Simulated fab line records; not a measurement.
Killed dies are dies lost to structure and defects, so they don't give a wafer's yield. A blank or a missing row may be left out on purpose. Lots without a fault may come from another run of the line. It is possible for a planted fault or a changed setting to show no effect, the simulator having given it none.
Matching of chambers ; flow sky130 ; 4 sister chambers for SKY_CONTACT_CMP_27 on cmp-02
The step polishes, stops on SiO2, t overpolish 15 s, target thk 0 nm. 14 wafers are shown with their chamber, then 7 later ones without.

== WAFERS PAIRED WITH THEIR CHAMBERS ==
wafer;chamber;edge_zone_pressure_frac;motor_current_A (A);overpolish_run_s (s)
L714.2;2;1.004;11.1;15.020
L714.3;1;0.997;10.3;15.000
L714.4;3;0.999;10.6;15.000
L716.1;3;1.003;10.3;14.989
L716.3;2;1.003;10.6;14.992
L716.6;0;0.999;10.5;15.004
L720.2;1;1.000;9.7;14.991
L720.4;3;0.995;10.7;14.996
L720.6;3;0.998;10.6;14.999
L723.1;2;0.994;10.9;15.006
L723.4;1;1.008;10.2;15.000
L723.6;1;1.007;11.2;14.998
L722.1;2;1.001;11.1;14.994
L722.2;0;0.987;11.5;15.000

SIGNATURES, as means of the wafers listed above
reading;chamber 0;chamber 1;chamber 2;chamber 3;scatter within a chamber
edge_zone_pressure_frac;0.99300;1.00300;1.00050;0.99875;0.00502
motor_current_A;11.000;10.350;10.925;10.550;0.439
overpolish_run_s;15.00200;14.99725;15.00300;14.99600;0.00798
Rule: a wafer lies at a distance from a chamber equal to the root of the sum of squares, over the readings, of (its reading less the chamber's mean, divided by the reading's scatter). If the next closest chamber is less than 2 further off than the closest, the wafer can't be placed; otherwise it belongs to the closest. The scatter: the root of (the sum of the squares of (reading less its chamber's mean) over the shown wafers, divided by (wafers less chambers)).

== WAFERS WHOSE CHAMBER IS MISSING ==
wafer;edge_zone_pressure_frac;motor_current_A (A);overpolish_run_s (s)
L722.5;1.001;10.8;15.016
L724.3;0.997;10.2;14.984
L724.4;0.994;10.6;15.000
L724.6;0.996;9.9;15.006
L733.1;1.001;11.0;15.013
L733.5;1.005;11.0;15.013
L733.6;1.007;10.3;14.977

== EACH ONE'S CHAMBER ==
wafer;from the rows above;in truth
L722.5;can't be placed: 2 or 0 or 1 or 3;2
L724.3;can't be placed: 3 or 1 or 2 or 0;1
L724.4;can't be placed: 0 or 3 or 2 or 1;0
L724.6;can't be placed: 3 or 1 or 2 or 0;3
L733.1;can't be placed: 2 or 0 or 3 or 1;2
L733.5;can't be placed: 2 or 1 or 3 or 0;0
L733.6;can't be placed: 1 or 3 or 2 or 0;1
Placed correctly: 0 of 7. Cannot be placed on the basis of these rows: 7; the candidates contain the true chamber in 7. Number placed wrongly: 0.
